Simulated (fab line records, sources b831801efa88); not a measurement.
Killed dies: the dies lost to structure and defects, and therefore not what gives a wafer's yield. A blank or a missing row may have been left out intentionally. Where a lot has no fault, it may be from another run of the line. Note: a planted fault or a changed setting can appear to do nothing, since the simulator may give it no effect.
A sampling plan put to the test || flow sky130 || one line in one fab, 52 faults in these records, each fault weighed on the records of the lots it struck
Plan = the line's own looks (route steps where a gauge or an inspection reads the wafer without altering it). A look is open to judgement when struck wafers have a number at it and the file gives its usual mean and standard deviation on fault-free wafers. Caught: 4 or more of those standard deviations (sigma) separate the usual mean from the mean of the struck wafers at a look after the fault's first step. On the tool: here the same test is run on the tool's own readings at the fault's steps. Another recipe on the struck wafers, or a record that is blank for them alone, also counts as caught.

## THE FAULTS, as the simulator had put them in
1. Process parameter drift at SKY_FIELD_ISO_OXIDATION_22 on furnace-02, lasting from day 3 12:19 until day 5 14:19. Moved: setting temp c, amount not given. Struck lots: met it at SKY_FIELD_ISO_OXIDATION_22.
2. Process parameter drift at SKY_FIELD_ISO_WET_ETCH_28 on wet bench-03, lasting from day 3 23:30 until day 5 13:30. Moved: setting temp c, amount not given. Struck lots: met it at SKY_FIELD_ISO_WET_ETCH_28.
3. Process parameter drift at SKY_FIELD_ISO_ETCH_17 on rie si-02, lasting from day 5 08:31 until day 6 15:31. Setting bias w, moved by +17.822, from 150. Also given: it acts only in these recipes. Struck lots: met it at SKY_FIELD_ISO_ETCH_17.
4. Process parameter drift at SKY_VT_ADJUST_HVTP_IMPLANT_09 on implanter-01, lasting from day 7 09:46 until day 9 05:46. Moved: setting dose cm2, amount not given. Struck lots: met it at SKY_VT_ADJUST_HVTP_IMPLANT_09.
5. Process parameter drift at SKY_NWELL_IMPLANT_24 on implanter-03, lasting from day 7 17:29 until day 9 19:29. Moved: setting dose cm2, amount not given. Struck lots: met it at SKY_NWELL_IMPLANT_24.
6. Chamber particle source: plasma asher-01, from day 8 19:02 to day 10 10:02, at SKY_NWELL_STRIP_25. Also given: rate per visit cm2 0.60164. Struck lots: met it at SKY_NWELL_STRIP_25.
7. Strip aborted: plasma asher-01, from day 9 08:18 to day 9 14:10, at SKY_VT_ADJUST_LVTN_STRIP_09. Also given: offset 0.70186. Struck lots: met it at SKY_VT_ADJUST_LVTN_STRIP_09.
8. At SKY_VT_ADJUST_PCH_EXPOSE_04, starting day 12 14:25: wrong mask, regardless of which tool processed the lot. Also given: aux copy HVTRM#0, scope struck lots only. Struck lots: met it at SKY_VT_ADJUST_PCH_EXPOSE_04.
9. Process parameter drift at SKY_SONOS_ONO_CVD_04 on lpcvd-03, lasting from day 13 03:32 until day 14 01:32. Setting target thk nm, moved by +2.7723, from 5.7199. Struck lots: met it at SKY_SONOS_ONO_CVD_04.
10. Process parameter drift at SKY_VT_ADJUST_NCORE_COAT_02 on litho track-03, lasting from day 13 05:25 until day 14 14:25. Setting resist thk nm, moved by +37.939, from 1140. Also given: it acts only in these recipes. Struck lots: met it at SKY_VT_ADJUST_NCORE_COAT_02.
11. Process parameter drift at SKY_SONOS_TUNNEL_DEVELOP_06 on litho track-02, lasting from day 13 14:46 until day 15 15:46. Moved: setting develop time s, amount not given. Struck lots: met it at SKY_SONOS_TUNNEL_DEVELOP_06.
12. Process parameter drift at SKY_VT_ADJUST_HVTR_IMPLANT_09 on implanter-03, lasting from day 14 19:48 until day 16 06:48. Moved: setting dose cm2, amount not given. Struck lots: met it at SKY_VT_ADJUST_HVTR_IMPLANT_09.
13. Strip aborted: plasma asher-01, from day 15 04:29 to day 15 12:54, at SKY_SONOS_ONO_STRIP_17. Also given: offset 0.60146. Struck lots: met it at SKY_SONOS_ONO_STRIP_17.
14. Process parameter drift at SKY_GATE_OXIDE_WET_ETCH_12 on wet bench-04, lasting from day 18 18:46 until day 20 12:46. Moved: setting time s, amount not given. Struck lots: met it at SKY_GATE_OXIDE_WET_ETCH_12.
15. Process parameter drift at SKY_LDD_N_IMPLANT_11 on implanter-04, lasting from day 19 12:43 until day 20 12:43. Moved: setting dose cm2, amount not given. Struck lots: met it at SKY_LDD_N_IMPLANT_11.
16. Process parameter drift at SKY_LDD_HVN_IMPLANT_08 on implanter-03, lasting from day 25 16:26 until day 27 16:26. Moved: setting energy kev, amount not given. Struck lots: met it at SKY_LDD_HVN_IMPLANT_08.
17. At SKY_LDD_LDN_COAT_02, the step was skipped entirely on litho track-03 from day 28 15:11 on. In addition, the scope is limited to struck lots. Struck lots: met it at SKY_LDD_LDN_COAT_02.
18. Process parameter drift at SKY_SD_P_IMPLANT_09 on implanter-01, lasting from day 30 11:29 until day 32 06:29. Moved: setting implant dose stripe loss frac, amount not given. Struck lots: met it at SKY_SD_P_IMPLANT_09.
19. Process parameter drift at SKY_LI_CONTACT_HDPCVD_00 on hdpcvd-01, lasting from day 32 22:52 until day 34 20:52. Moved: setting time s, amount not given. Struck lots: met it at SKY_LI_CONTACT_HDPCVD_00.
20. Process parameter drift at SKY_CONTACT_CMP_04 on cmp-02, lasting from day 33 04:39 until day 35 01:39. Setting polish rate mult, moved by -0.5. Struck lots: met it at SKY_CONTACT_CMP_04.
21. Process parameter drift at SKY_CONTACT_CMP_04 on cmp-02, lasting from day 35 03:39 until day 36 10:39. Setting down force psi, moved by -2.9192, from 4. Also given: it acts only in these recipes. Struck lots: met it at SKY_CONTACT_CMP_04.
22. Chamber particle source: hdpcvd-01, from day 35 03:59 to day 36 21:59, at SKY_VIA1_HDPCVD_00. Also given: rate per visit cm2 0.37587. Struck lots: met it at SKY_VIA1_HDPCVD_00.
23. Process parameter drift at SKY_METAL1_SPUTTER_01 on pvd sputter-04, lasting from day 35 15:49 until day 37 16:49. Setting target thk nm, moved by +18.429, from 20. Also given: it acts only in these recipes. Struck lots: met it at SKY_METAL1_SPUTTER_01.
24. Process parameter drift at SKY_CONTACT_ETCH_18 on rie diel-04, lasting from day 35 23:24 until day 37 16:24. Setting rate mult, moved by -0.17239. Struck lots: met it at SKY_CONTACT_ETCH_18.
25. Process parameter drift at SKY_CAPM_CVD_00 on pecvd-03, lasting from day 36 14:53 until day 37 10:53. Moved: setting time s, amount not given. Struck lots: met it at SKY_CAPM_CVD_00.
26. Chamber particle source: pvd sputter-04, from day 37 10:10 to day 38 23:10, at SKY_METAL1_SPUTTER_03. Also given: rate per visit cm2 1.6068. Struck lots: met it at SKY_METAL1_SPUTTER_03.
27. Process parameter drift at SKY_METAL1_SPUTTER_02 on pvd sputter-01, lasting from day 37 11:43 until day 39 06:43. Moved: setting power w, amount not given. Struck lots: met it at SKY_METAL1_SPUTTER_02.
28. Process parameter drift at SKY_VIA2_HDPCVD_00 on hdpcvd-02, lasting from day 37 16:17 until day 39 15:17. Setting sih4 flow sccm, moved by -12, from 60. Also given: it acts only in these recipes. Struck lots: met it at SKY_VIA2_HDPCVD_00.
29. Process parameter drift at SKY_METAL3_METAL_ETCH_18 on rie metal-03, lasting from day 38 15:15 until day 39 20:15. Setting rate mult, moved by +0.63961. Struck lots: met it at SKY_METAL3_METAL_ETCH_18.
30. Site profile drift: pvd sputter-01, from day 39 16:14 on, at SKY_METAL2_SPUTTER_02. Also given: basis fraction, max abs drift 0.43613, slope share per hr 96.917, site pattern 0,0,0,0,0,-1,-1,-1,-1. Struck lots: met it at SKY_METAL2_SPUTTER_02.
31. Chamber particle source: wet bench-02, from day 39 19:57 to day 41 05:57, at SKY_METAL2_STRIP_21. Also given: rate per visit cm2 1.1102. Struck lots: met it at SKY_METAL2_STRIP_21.
32. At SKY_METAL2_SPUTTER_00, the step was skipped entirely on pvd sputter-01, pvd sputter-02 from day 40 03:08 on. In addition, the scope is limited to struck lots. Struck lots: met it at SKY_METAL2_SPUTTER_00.
33. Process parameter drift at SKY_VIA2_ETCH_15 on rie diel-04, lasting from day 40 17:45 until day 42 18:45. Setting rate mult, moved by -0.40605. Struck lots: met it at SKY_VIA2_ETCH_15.
34. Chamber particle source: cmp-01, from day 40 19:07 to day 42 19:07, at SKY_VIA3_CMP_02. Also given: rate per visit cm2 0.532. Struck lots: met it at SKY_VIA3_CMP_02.
35. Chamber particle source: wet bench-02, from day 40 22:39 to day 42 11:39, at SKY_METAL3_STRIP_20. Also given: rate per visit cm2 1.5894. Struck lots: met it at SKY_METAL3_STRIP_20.
36. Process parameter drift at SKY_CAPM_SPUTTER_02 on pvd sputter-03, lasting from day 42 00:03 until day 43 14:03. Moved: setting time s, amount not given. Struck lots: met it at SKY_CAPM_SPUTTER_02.
37. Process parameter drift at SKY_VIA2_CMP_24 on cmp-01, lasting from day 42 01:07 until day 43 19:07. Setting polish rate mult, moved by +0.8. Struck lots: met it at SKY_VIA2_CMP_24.
38. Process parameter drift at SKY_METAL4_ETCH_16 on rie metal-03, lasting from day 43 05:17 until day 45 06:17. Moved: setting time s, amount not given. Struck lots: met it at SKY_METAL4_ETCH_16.
39. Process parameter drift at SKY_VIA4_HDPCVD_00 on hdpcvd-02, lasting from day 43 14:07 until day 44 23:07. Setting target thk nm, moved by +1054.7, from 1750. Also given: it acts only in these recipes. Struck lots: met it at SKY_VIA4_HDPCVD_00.
40. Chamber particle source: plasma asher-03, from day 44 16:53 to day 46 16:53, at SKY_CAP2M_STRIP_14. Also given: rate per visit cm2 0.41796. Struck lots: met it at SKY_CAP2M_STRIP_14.
41. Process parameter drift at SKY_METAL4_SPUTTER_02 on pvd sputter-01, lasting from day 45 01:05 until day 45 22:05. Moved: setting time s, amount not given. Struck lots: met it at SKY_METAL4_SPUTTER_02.
42. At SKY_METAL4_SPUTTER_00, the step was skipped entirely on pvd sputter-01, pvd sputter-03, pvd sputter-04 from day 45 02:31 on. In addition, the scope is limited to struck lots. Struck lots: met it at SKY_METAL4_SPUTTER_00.
43. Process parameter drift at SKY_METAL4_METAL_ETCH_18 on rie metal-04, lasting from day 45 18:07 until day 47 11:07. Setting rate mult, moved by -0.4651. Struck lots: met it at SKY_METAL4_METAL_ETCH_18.
44. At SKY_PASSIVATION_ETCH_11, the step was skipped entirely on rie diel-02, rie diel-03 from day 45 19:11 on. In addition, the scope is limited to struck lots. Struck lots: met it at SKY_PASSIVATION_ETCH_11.
45. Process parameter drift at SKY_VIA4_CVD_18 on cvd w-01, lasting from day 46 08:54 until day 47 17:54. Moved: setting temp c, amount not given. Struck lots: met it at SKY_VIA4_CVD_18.
46. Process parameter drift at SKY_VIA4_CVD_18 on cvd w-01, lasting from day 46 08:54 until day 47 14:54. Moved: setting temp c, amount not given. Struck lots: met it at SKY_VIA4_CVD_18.
47. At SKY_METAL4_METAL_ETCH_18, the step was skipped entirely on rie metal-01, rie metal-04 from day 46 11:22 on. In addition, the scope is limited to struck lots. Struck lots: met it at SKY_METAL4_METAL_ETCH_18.
48. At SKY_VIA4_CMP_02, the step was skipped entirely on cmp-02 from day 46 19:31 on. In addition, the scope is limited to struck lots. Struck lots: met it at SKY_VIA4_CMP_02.
49. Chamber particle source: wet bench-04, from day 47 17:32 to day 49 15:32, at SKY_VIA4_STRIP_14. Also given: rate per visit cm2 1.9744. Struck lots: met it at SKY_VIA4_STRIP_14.
50. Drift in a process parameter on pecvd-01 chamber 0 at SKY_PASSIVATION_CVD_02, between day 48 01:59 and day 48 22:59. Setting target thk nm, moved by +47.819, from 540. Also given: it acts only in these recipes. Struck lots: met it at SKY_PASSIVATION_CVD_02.
51. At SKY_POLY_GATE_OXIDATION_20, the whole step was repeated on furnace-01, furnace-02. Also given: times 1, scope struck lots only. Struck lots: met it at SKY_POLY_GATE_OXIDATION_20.
52. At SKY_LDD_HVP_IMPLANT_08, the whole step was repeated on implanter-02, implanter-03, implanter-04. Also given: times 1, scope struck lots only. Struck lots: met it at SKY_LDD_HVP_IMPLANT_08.

## WHAT THE PLAN SAW
{"fault": 1, "on the tool itself": "tube center temp C +99 or beyond sigma", "first look that catches it": "SKY_FIELD_ISO_THK_MEAS_23", "reading, sigma": "FIELD_ISO_OXIDATION_01_THK +23", "median hours from its first step to that look": 1.2, "hours from the fault's start to the first struck lot there": 3, "judged looks passed uncaught": 0}
{"fault": 2, "on the tool itself": "temp c +96 sigma", "first look that catches it": "none of the 4 looks that can be judged after it", "reading, sigma": "-", "median hours from its first step to that look": "-", "hours from the fault's start to the first struck lot there": "-", "judged looks passed uncaught": 4}
{"fault": 3, "on the tool itself": "bias w +42 sigma", "first look that catches it": "no look after it can be judged", "reading, sigma": "-", "median hours from its first step to that look": "-", "hours from the fault's start to the first struck lot there": "-", "judged looks passed uncaught": 0}
{"fault": 4, "on the tool itself": "dose ions cm2 +99 or beyond sigma", "first look that catches it": "SKY_VT_ADJUST_HVTP_TW_MEAS_11", "reading, sigma": "VT_ADJUST_HVTP_TW +4.7", "median hours from its first step to that look": 0.2, "hours from the fault's start to the first struck lot there": 3, "judged looks passed uncaught": 0}
{"fault": 5, "on the tool itself": "dose ions cm2 +99 or beyond sigma", "first look that catches it": "SKY_NWELL_TW_MEAS_26", "reading, sigma": "NWELL_2_TW +50", "median hours from its first step to that look": 0.2, "hours from the fault's start to the first struck lot there": 3, "judged looks passed uncaught": 0}
{"fault": 6, "on the tool itself": "under 2 sigma", "first look that catches it": "no look after it can be judged", "reading, sigma": "-", "median hours from its first step to that look": "-", "hours from the fault's start to the first struck lot there": "-", "judged looks passed uncaught": 0}
{"fault": 7, "on the tool itself": "oes product au +46 sigma", "first look that catches it": "SKY_VT_ADJUST_LVTN_TW_MEAS_21", "reading, sigma": "VT_ADJUST_LVTN_2_TW -99 or beyond", "median hours from its first step to that look": 22.9, "hours from the fault's start to the first struck lot there": 29, "judged looks passed uncaught": 0}
{"fault": 8, "on the tool itself": "no reading that can be judged", "first look that catches it": "SKY_VT_ADJUST_PCH_TW_MEAS_10", "reading, sigma": "VT_ADJUST_PCH_TW -51", "median hours from its first step to that look": 12.7, "hours from the fault's start to the first struck lot there": 16, "judged looks passed uncaught": 0}
{"fault": 9, "on the tool itself": "under 2 sigma", "first look that catches it": "SKY_SONOS_ONO_THK_MEAS_05", "reading, sigma": "SONOS_ONO_CVD_04_THK +23", "median hours from its first step to that look": 1.9, "hours from the fault's start to the first struck lot there": 6, "judged looks passed uncaught": 0}
{"fault": 10, "on the tool itself": "under 2 sigma", "first look that catches it": "not the one look that can be judged after it", "reading, sigma": "-", "median hours from its first step to that look": "-", "hours from the fault's start to the first struck lot there": "-", "judged looks passed uncaught": 1}
{"fault": 11, "on the tool itself": "no reading that can be judged", "first look that catches it": "SKY_SONOS_TUNNEL_CD_MEAS_07", "reading, sigma": "cd nm -31", "median hours from its first step to that look": 0.2, "hours from the fault's start to the first struck lot there": 12, "judged looks passed uncaught": 0}
{"fault": 12, "on the tool itself": "dose ions cm2 -99 or beyond sigma", "first look that catches it": "SKY_VT_ADJUST_HVTR_TW_MEAS_11", "reading, sigma": "VT_ADJUST_HVTR_TW -6.5", "median hours from its first step to that look": 0.2, "hours from the fault's start to the first struck lot there": 1, "judged looks passed uncaught": 0}
{"fault": 13, "on the tool itself": "oes product au +50 sigma", "first look that catches it": "no look after it can be judged", "reading, sigma": "-", "median hours from its first step to that look": "-", "hours from the fault's start to the first struck lot there": "-", "judged looks passed uncaught": 0}
{"fault": 14, "on the tool itself": "run length s -59 sigma", "first look that catches it": "not the one look that can be judged after it", "reading, sigma": "-", "median hours from its first step to that look": "-", "hours from the fault's start to the first struck lot there": "-", "judged looks passed uncaught": 1}
{"fault": 15, "on the tool itself": "dose ions cm2 +99 or beyond sigma", "first look that catches it": "no look after it can be judged", "reading, sigma": "-", "median hours from its first step to that look": "-", "hours from the fault's start to the first struck lot there": "-", "judged looks passed uncaught": 0}
{"fault": 16, "on the tool itself": "beam energy keV -99 or beyond sigma", "first look that catches it": "none of the 2 looks that can be judged after it", "reading, sigma": "strongest: LDD_HVN_TW at SKY_LDD_HVN_TW_MEAS_10, -3.0", "median hours from its first step to that look": "-", "hours from the fault's start to the first struck lot there": "-", "judged looks passed uncaught": 2}
{"fault": 17, "on the tool itself": "the tool's record is blank for the struck wafers", "first look that catches it": "SKY_RES_XHIGH_TW_MEAS_09", "reading, sigma": "RES_XHIGH_TW +11", "median hours from its first step to that look": 100.4, "hours from the fault's start to the first struck lot there": 102, "judged looks passed uncaught": 0}
{"fault": 18, "on the tool itself": "under 2 sigma", "first look that catches it": "not the one look that can be judged after it", "reading, sigma": "-", "median hours from its first step to that look": "-", "hours from the fault's start to the first struck lot there": "-", "judged looks passed uncaught": 1}
{"fault": 19, "on the tool itself": "run length s +10 sigma", "first look that catches it": "SKY_LI_CONTACT_THK_MEAS_01", "reading, sigma": "LI_CONTACT_HDPCVD_THK +5.8", "median hours from its first step to that look": 0.1, "hours from the fault's start to the first struck lot there": 28, "judged looks passed uncaught": 0}
{"fault": 20, "on the tool itself": "time to endpoint s +5.6 sigma", "first look that catches it": "no look after it can be judged", "reading, sigma": "-", "median hours from its first step to that look": "-", "hours from the fault's start to the first struck lot there": "-", "judged looks passed uncaught": 0}
{"fault": 21, "on the tool itself": "head pressure psi -99 or beyond sigma", "first look that catches it": "no look after it can be judged", "reading, sigma": "-", "median hours from its first step to that look": "-", "hours from the fault's start to the first struck lot there": "-", "judged looks passed uncaught": 0}
{"fault": 22, "on the tool itself": "no reading that can be judged", "first look that catches it": "none of the 3 looks that can be judged after it", "reading, sigma": "-", "median hours from its first step to that look": "-", "hours from the fault's start to the first struck lot there": "-", "judged looks passed uncaught": 3}
{"fault": 23, "on the tool itself": "under 2 sigma", "first look that catches it": "none of the 2 looks that can be judged after it", "reading, sigma": "-", "median hours from its first step to that look": "-", "hours from the fault's start to the first struck lot there": "-", "judged looks passed uncaught": 2}
{"fault": 24, "on the tool itself": "under 2 sigma", "first look that catches it": "no look after it can be judged", "reading, sigma": "-", "median hours from its first step to that look": "-", "hours from the fault's start to the first struck lot there": "-", "judged looks passed uncaught": 0}
{"fault": 25, "on the tool itself": "under 2 sigma", "first look that catches it": "SKY_CAPM_THK_MEAS_01", "reading, sigma": "CAPM_CVD_00_THK +20", "median hours from its first step to that look": 0.0, "hours from the fault's start to the first struck lot there": 4, "judged looks passed uncaught": 0}
{"fault": 26, "on the tool itself": "under 2 sigma", "first look that catches it": "not the one look that can be judged after it", "reading, sigma": "-", "median hours from its first step to that look": "-", "hours from the fault's start to the first struck lot there": "-", "judged looks passed uncaught": 1}
{"fault": 27, "on the tool itself": "cathode dc power W +99 or beyond sigma", "first look that catches it": "SKY_METAL1_RS_MEAS_05", "reading, sigma": "METAL1_ALCU_RS -15", "median hours from its first step to that look": 0.1, "hours from the fault's start to the first struck lot there": 6, "judged looks passed uncaught": 0}
{"fault": 28, "on the tool itself": "sih4 flow sccm -74 sigma", "first look that catches it": "SKY_VIA2_THK_MEAS_01", "reading, sigma": "VIA2_HDPCVD_THK -22", "median hours from its first step to that look": 0.1, "hours from the fault's start to the first struck lot there": 5, "judged looks passed uncaught": 0}
{"fault": 29, "on the tool itself": "under 2 sigma", "first look that catches it": "no look after it can be judged", "reading, sigma": "-", "median hours from its first step to that look": "-", "hours from the fault's start to the first struck lot there": "-", "judged looks passed uncaught": 0}
{"fault": 30, "on the tool itself": "under 2 sigma", "first look that catches it": "SKY_METAL2_RS_MEAS_05", "reading, sigma": "METAL2_ALCU_RS +29", "median hours from its first step to that look": 0.1, "hours from the fault's start to the first struck lot there": 4, "judged looks passed uncaught": 0}
{"fault": 31, "on the tool itself": "no reading that can be judged", "first look that catches it": "no look after it can be judged", "reading, sigma": "-", "median hours from its first step to that look": "-", "hours from the fault's start to the first struck lot there": "-", "judged looks passed uncaught": 0}
{"fault": 32, "on the tool itself": "the tool's record is blank for the struck wafers", "first look that catches it": "no look after it can be judged", "reading, sigma": "-", "median hours from its first step to that look": "-", "hours from the fault's start to the first struck lot there": "-", "judged looks passed uncaught": 0}
{"fault": 33, "on the tool itself": "oes product au -38 sigma", "first look that catches it": "no look after it can be judged", "reading, sigma": "-", "median hours from its first step to that look": "-", "hours from the fault's start to the first struck lot there": "-", "judged looks passed uncaught": 0}
{"fault": 34, "on the tool itself": "under 2 sigma", "first look that catches it": "not the one look that can be judged after it", "reading, sigma": "-", "median hours from its first step to that look": "-", "hours from the fault's start to the first struck lot there": "-", "judged looks passed uncaught": 1}
{"fault": 35, "on the tool itself": "no reading that can be judged", "first look that catches it": "not the one look that can be judged after it", "reading, sigma": "-", "median hours from its first step to that look": "-", "hours from the fault's start to the first struck lot there": "-", "judged looks passed uncaught": 1}
{"fault": 36, "on the tool itself": "under 2 sigma", "first look that catches it": "SKY_CAPM_RS_MEAS_03", "reading, sigma": "CAPM_TIN_RS +5.9", "median hours from its first step to that look": 0.1, "hours from the fault's start to the first struck lot there": 0, "judged looks passed uncaught": 0}
{"fault": 37, "on the tool itself": "time to endpoint s -9.4 sigma", "first look that catches it": "none of the 4 looks that can be judged after it", "reading, sigma": "-", "median hours from its first step to that look": "-", "hours from the fault's start to the first struck lot there": "-", "judged looks passed uncaught": 4}
{"fault": 38, "on the tool itself": "run length s -42 sigma", "first look that catches it": "no look after it can be judged", "reading, sigma": "-", "median hours from its first step to that look": "-", "hours from the fault's start to the first struck lot there": "-", "judged looks passed uncaught": 0}
{"fault": 39, "on the tool itself": "under 2 sigma", "first look that catches it": "SKY_VIA4_THK_MEAS_01", "reading, sigma": "VIA4_HDPCVD_THK +51", "median hours from its first step to that look": 0.2, "hours from the fault's start to the first struck lot there": 5, "judged looks passed uncaught": 0}
{"fault": 40, "on the tool itself": "under 2 sigma", "first look that catches it": "no look after it can be judged", "reading, sigma": "-", "median hours from its first step to that look": "-", "hours from the fault's start to the first struck lot there": "-", "judged looks passed uncaught": 0}
{"fault": 41, "on the tool itself": "under 2 sigma", "first look that catches it": "not the one look that can be judged after it", "reading, sigma": "-", "median hours from its first step to that look": "-", "hours from the fault's start to the first struck lot there": "-", "judged looks passed uncaught": 1}
{"fault": 42, "on the tool itself": "the tool's record is blank for the struck wafers", "first look that catches it": "no look after it can be judged", "reading, sigma": "-", "median hours from its first step to that look": "-", "hours from the fault's start to the first struck lot there": "-", "judged looks passed uncaught": 0}
{"fault": 43, "on the tool itself": "oes product au -22 sigma", "first look that catches it": "no look after it can be judged", "reading, sigma": "-", "median hours from its first step to that look": "-", "hours from the fault's start to the first struck lot there": "-", "judged looks passed uncaught": 0}
{"fault": 44, "on the tool itself": "the tool's record is blank for the struck wafers", "first look that catches it": "no look after it can be judged", "reading, sigma": "-", "median hours from its first step to that look": "-", "hours from the fault's start to the first struck lot there": "-", "judged looks passed uncaught": 0}
{"fault": 45, "on the tool itself": "susceptor temp C -99 or beyond sigma", "first look that catches it": "SKY_VIA4_RS_MEAS_19", "reading, sigma": "VIA4_W_RS +32", "median hours from its first step to that look": 0.1, "hours from the fault's start to the first struck lot there": 22, "judged looks passed uncaught": 0}
{"fault": 46, "on the tool itself": "susceptor temp C -13 sigma", "first look that catches it": "none of the 2 looks that can be judged after it", "reading, sigma": "strongest: VIA4_W_RS at SKY_VIA4_RS_MEAS_19, +3.4", "median hours from its first step to that look": "-", "hours from the fault's start to the first struck lot there": "-", "judged looks passed uncaught": 2}
{"fault": 47, "on the tool itself": "the tool's record is blank for the struck wafers", "first look that catches it": "no look after it can be judged", "reading, sigma": "-", "median hours from its first step to that look": "-", "hours from the fault's start to the first struck lot there": "-", "judged looks passed uncaught": 0}
{"fault": 48, "on the tool itself": "the tool's record is blank for the struck wafers", "first look that catches it": "SKY_VIA4_BOW_MEAS_03", "reading, sigma": "VIA4_BOW +5.2", "median hours from its first step to that look": 0.3, "hours from the fault's start to the first struck lot there": 1, "judged looks passed uncaught": 0}
{"fault": 49, "on the tool itself": "no reading that can be judged", "first look that catches it": "no look after it can be judged", "reading, sigma": "-", "median hours from its first step to that look": "-", "hours from the fault's start to the first struck lot there": "-", "judged looks passed uncaught": 0}
{"fault": 50, "on the tool itself": "under 2 sigma", "first look that catches it": "SKY_PASSIVATION_THK_MEAS_03", "reading, sigma": "PASSIVATION_CVD_02_THK +6.9", "median hours from its first step to that look": 0.2, "hours from the fault's start to the first struck lot there": 14, "judged looks passed uncaught": 0}
{"fault": 51, "on the tool itself": "under 2 sigma", "first look that catches it": "SKY_POLY_GATE_THK_MEAS_21", "reading, sigma": "POLY_GATE_OXIDATION_THK +26", "median hours from its first step to that look": 3.4, "hours from the fault's start to the first struck lot there": "-", "judged looks passed uncaught": 0}
{"fault": 52, "on the tool itself": "under 2 sigma", "first look that catches it": "SKY_LDD_HVP_TW_MEAS_10", "reading, sigma": "LDD_HVP_TW +22", "median hours from its first step to that look": 0.6, "hours from the fault's start to the first struck lot there": "-", "judged looks passed uncaught": 0}
A dash: this means the fault isn't caught or the number doesn't appear in these records.

Caught at a look: 21 of 52. Caught on the tool: 28 of 52. By one or the other: 38 of 52.
Faults caught by the tool alone: 2, 3, 13, 14, 15, 16, 20, 21, 32, 33, 37, 38, 42, 43, 44, 46, 47.
Caught at a look alone: faults 8, 9, 11, 25, 30, 36, 39, 50, 51, 52.
Caught by neither: faults 6, 10, 18, 22, 23, 24, 26, 29, 31, 34, 35, 40, 41, 49.

## THINNER SAMPLING
If the look that catches a fault measured only every second or every third lot, by lot number, the first struck lot would be measured this late in the worst case:
{"fault": 1, "struck lots at that look, in order of time": "L234, L236, L238", "every lot": "3 h", "every second lot": "may miss all 3", "every third lot": "23 h"}
{"fault": 4, "struck lots at that look, in order of time": "L514, L519", "every lot": "3 h", "every second lot": "31 h", "every third lot": "may miss all 2"}
{"fault": 5, "struck lots at that look, in order of time": "L218, L219", "every lot": "3 h", "every second lot": "49 h", "every third lot": "may miss all 2"}
{"fault": 7, "struck lots at that look, in order of time": "L321", "every lot": "29 h", "every second lot": "may miss it", "every third lot": "may miss it"}
{"fault": 8, "struck lots at that look, in order of time": "L165", "every lot": "16 h", "every second lot": "may miss it", "every third lot": "may miss it"}
{"fault": 9, "struck lots at that look, in order of time": "L898, L899, L900", "every lot": "6 h", "every second lot": "6 h", "every third lot": "15 h"}
{"fault": 11, "struck lots at that look, in order of time": "L528, L529", "every lot": "12 h", "every second lot": "17 h", "every third lot": "may miss all 2"}
{"fault": 12, "struck lots at that look, in order of time": "L614, L615", "every lot": "1 h", "every second lot": "4 h", "every third lot": "may miss all 2"}
{"fault": 17, "struck lots at that look, in order of time": "L325, L326", "every lot": "102 h", "every second lot": "104 h", "every third lot": "may miss all 2"}
{"fault": 19, "struck lots at that look, in order of time": "L240, L241", "every lot": "28 h", "every second lot": "30 h", "every third lot": "may miss all 2"}
{"fault": 25, "struck lots at that look, in order of time": "L214, L215", "every lot": "4 h", "every second lot": "18 h", "every third lot": "may miss all 2"}
{"fault": 27, "struck lots at that look, in order of time": "L100, L102", "every lot": "6 h", "every second lot": "may miss all 2", "every third lot": "may miss all 2"}
{"fault": 28, "struck lots at that look, in order of time": "L176, L177", "every lot": "5 h", "every second lot": "13 h", "every third lot": "may miss all 2"}
{"fault": 30, "struck lots at that look, in order of time": "L533, L535, L538", "every lot": "4 h", "every second lot": "14 h", "every third lot": "may miss all 3"}
{"fault": 36, "struck lots at that look, in order of time": "L807, L808", "every lot": "0 h", "every second lot": "3 h", "every third lot": "may miss all 2"}
{"fault": 39, "struck lots at that look, in order of time": "L389, L390", "every lot": "5 h", "every second lot": "15 h", "every third lot": "may miss all 2"}
{"fault": 45, "struck lots at that look, in order of time": "L932, L928", "every lot": "22 h", "every second lot": "may miss all 2", "every third lot": "may miss all 2"}
{"fault": 48, "struck lots at that look, in order of time": "L625, L627", "every lot": "1 h", "every second lot": "may miss all 2", "every third lot": "may miss all 2"}
{"fault": 50, "struck lots at that look, in order of time": "L339", "every lot": "14 h", "every second lot": "may miss it", "every third lot": "may miss it"}
Hours count from the start of the fault until the first struck lot that is measured. The test against the limit of 4 sigma pooled every struck wafer, which means one lot taken alone may stay below that limit. Other struck lots may not be in these records.

## THE LONGEST TIMED WAY FROM STEP TO LOOK
Fault 17: the median time between SKY_LDD_LDN_COAT_02 and SKY_RES_XHIGH_TW_MEAS_09 is 100.4 hours. No look between them can be judged.
